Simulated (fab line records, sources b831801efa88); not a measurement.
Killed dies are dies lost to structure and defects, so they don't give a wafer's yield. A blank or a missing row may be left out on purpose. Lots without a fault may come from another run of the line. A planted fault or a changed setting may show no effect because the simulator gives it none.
Chamber matching | flow sky130 | SKY_POLY_CUT_ETCH_10 on rie_diel-03: 4 sister chambers
The step etches BARC in N2/H2, stops on SiO2, time 45.9 s, target depth 60 nm. 14 wafers are shown with their chamber, then 7 later ones without.

WAFERS WITH THEIR CHAMBER
wafer  | chamber | throttle_valve_pct (%) | oes_product_au (a.u.)
L558.2 | 1       | 13.228                 | 0.851
L558.4 | 3       | 13.228                 | 0.854
L558.6 | 3       | 13.246                 | 0.855
L559.2 | 1       | 13.217                 | 0.857
L559.5 | 2       | 13.221                 | 0.850
L559.6 | 3       | 13.229                 | 0.850
L561.1 | 0       | 13.247                 | 0.855
L561.4 | 3       | 13.220                 | 0.856
L561.5 | 3       | 13.218                 | 0.854
L563.2 | 2       | 13.211                 | 0.858
L563.5 | 3       | 13.216                 | 0.853
L563.6 | 2       | 13.223                 | 0.852
L572.2 | 3       | 13.215                 | 0.851
L572.3 | 1       | 13.227                 | 0.853

SIGNATURES (means of the wafers above)
reading            | chamber 0 | chamber 1 | chamber 2 | chamber 3 | scatter within a chamber
throttle_valve_pct | 13.24700  | 13.22400  | 13.21833  | 13.22457  | 0.00936
oes_product_au     | 0.85500   | 0.85367   | 0.85333   | 0.85329   | 0.00284
Rule: a wafer's distance from a chamber is the root of the sum, over the readings, of the square of ((its reading less the chamber's mean) divided by the reading's scatter). The wafer belongs to the nearest chamber; if the next one is less than 2 further off, it can't be placed. The scatter: the root of (the sum of the squares of (reading less its chamber's mean) over the shown wafers, divided by (wafers less chambers)).

WAFERS WITHOUT THEIR CHAMBER
wafer  | throttle_valve_pct (%) | oes_product_au (a.u.)
L572.6 | 13.248                 | 0.850
L575.3 | 13.215                 | 0.853
L575.5 | 13.214                 | 0.852
L575.6 | 13.223                 | 0.851
L578.2 | 13.221                 | 0.855
L578.4 | 13.225                 | 0.857
L578.5 | 13.214                 | 0.849

WHICH CHAMBER EACH WENT THROUGH
wafer  | from the rows above               | in truth
L572.6 | can't be placed: 0 or 3 or 1 or 2 | 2
L575.3 | can't be placed: 2 or 1 or 3      | 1
L575.5 | can't be placed: 2 or 3 or 1      | 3
L575.6 | can't be placed: 3 or 1 or 2      | 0
L578.2 | can't be placed: 1 or 2 or 3      | 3
L578.4 | can't be placed: 1 or 3 or 2 or 0 | 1
L578.5 | can't be placed: 2 or 3 or 1      | 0
Placed correctly: 0 of 7. Can't be placed from these rows: 7 (the true chamber is among the candidates in 5). Placed wrongly: 0.
